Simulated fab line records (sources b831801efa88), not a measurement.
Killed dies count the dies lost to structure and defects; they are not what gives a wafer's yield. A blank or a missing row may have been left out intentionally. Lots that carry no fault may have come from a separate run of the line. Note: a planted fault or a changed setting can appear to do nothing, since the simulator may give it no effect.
Comparing a struck lot with a sound one    flow sky130    21 out of 708 route steps
Sound: these wafers, L773.1, L773.3, L773.4. The struck wafers were L784.4, L784.5. Last of all comes the cause.
Order at every step that has rows: each side's tool, ch and its chambers, its first start. Under that, the readings that differ: sound wafers    struck wafers    difference of the means    sigmas: that difference in standard deviations of wafers without a fault.
alike: words and numbers the same on both sides, and readings whose means are apart by under 2 such deviations; not compared: readings that were withheld, readings missing a value for some wafer, numbers with overlapping values and no deviation given by the record, and bounds like >300 which may hide the same value.
Wherever a step has rows on one side only, a row that says differs or no value, or a row with sigmas, the two part there. Numbers that have no deviation but don't overlap get no sigmas and don't part them. A reading missing from all wafers of one side parts the sides only when that side holds two or more wafers.

first, 2 steps without rows for these wafers: SKY_LDD_HVP_PEB_05; SKY_LDD_HVP_DEVELOP_06 (develop time 60 s).
SKY_LDD_HVP_OVL_MEAS_07:
  sound on overlay-02, day 24 05:45; struck on overlay-01, day 28 04:56
  alike: LDD_HVP_OVL
after that, 1 step had no rows for these wafers: SKY_LDD_HVP_IMPLANT_08.
SKY_LDD_HVP_STRIP_09: strips in O2/N2.
  sound on plasma asher-01 ch 0,1, day 24 05:56; struck on plasma asher-03 ch 0,1, day 28 05:08
  alike: drypump motor current A, oes product au, strip time to endpoint s
  not compared: rf hours counter h
SKY_LDD_HVP_TW_MEAS_10:
  sound on film metro-04, day 24 06:02; struck on film metro-04, day 28 05:14
  alike: LDD_HVP_TW
then, 6 steps without rows for these wafers: SKY_LDD_LDN_DEHYDRATE_00 (time 60 s); SKY_LDD_LDN_HMDS_01 (prime time 60 s); SKY_LDD_LDN_COAT_02 (resist thk 1140 nm); SKY_LDD_LDN_SOFTBAKE_03 (time 60 s); SKY_LDD_LDN_EXPOSE_04 (exposes mask LDNTM, target cd 700 nm); SKY_LDD_LDN_PEB_05.
SKY_LDD_LDN_DEVELOP_06: develop time 60 s.
  sound on litho track-04 ch 0, day 25 10:32; struck on litho track-04 ch 0, day 29 09:04
SKY_LDD_LDN_OVL_MEAS_07:
  sound on overlay-01, day 25 10:41; struck on overlay-01, day 29 09:10
  alike: LDD_LDN_OVL
then, 4 steps without rows for these wafers: SKY_LDD_LDN_IMPLANT_08; SKY_LDD_LDN_IMPLANT_09; SKY_LDD_LDN_IMPLANT_10; SKY_LDD_LDN_IMPLANT_11.
SKY_LDD_LDN_STRIP_12: strips in O2/N2.
  sound on plasma asher-04 ch 0,1, day 25 11:20; struck on plasma asher-03 ch 0,1, day 29 09:49
  alike: drypump motor current A, oes product au, strip time to endpoint s
  not compared: rf hours counter h
SKY_LDD_LDN_TW_MEAS_13:
  sound on film metro-04, day 25 11:26; struck on film metro-02, day 29 09:55
reading     sound           struck  difference  sigmas
LDD_LDN_TW  1465 1454 1456  31 30   -1428       -71
then, 1 step without rows for these wafers: SKY_LDD_LDN_CLEAN_14 (cleans in SC1/SC2, time 150 s).

== WHERE THEY PART ==
Only at SKY_LDD_LDN_TW_MEAS_13, as far as this record shows.

WHY: what had been put in by the simulator
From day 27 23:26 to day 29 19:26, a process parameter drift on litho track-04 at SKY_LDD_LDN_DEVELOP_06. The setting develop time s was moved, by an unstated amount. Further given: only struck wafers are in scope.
